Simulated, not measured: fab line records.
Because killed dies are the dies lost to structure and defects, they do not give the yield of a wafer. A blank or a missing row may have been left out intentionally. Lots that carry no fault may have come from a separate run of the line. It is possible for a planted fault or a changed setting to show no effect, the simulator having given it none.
Matching of chambers :: flow sky130 :: 4 sister chambers for SKY_VIA4_CMP_21 on cmp-02
The step polishes, stops on SiO2, t overpolish 25 s, target thk 0 nm. 8 wafers are shown with their chamber, then 11 later ones without.

WAFERS WITH THEIR CHAMBER
wafer: L076.5
chamber: 1
motor current A (A): 12.2
time to endpoint s (s): 118

wafer: L081.3
chamber: 2
motor current A (A): 10.5
time to endpoint s (s): 113

wafer: L089.4
chamber: 3
motor current A (A): 11.2
time to endpoint s (s): 114

wafer: L089.5
chamber: 2
motor current A (A): 10.5
time to endpoint s (s): 112

wafer: L090.1
chamber: 1
motor current A (A): 11.3
time to endpoint s (s): 120

wafer: L090.2
chamber: 3
motor current A (A): 12.1
time to endpoint s (s): 118

wafer: L090.6
chamber: 0
motor current A (A): 10.2
time to endpoint s (s): 122

wafer: L091.2
chamber: 0
motor current A (A): 9.8
time to endpoint s (s): 122

WAFERS WITHOUT THEIR CHAMBER
wafer: L091.3
motor current A (A): 12.4
time to endpoint s (s): 122

wafer: L091.6
motor current A (A): 12.1
time to endpoint s (s): 115

wafer: L093.1
motor current A (A): 10.3
time to endpoint s (s): 123

wafer: L093.3
motor current A (A): 11.6
time to endpoint s (s): 118

wafer: L093.6
motor current A (A): 10.2
time to endpoint s (s): 117

wafer: L095.3
motor current A (A): 11.7
time to endpoint s (s): 118

wafer: L095.4
motor current A (A): 10.4
time to endpoint s (s): 113

wafer: L095.6
motor current A (A): 10.5
time to endpoint s (s): 112

wafer: L097.2
motor current A (A): 11.4
time to endpoint s (s): 113

wafer: L097.3
motor current A (A): 10.1
time to endpoint s (s): 114

wafer: L097.5
motor current A (A): 10.3
time to endpoint s (s): 110

EACH ONE'S CHAMBER
wafer: L091.3
from the rows above: can't be placed: 1 or 3
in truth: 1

wafer: L091.6
from the rows above: can't be placed: 3 or 1
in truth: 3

wafer: L093.1
from the rows above: 0
in truth: 0

wafer: L093.3
from the rows above: can't be placed: 1 or 3
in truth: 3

wafer: L093.6
from the rows above: can't be placed: 2 or 0 or 3 or 1
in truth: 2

wafer: L095.3
from the rows above: can't be placed: 1 or 3
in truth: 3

wafer: L095.4
from the rows above: 2
in truth: 2

wafer: L095.6
from the rows above: 2
in truth: 2

wafer: L097.2
from the rows above: can't be placed: 3 or 2 or 1
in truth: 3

wafer: L097.3
from the rows above: 2
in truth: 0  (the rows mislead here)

wafer: L097.5
from the rows above: 2
in truth: 2
Correctly placed: 4 of 11. Unplaceable from these rows: 6, with the true chamber sitting among the candidates in 6. Placed wrongly: 1.
How it was worked out, from the rows above alone: a wafer's distance from a chamber is the root of the sum, over the readings, of the square of ((its reading less the chamber's mean) divided by the reading's scatter). If the next closest chamber is less than 2 further off than the closest, the wafer can't be placed; otherwise it belongs to the closest. A chamber's mean is the mean of its shown wafers. The scatter: take each reading less its chamber's mean, square it, sum over the shown wafers, divide by the number of wafers less the number of chambers, and take the root.
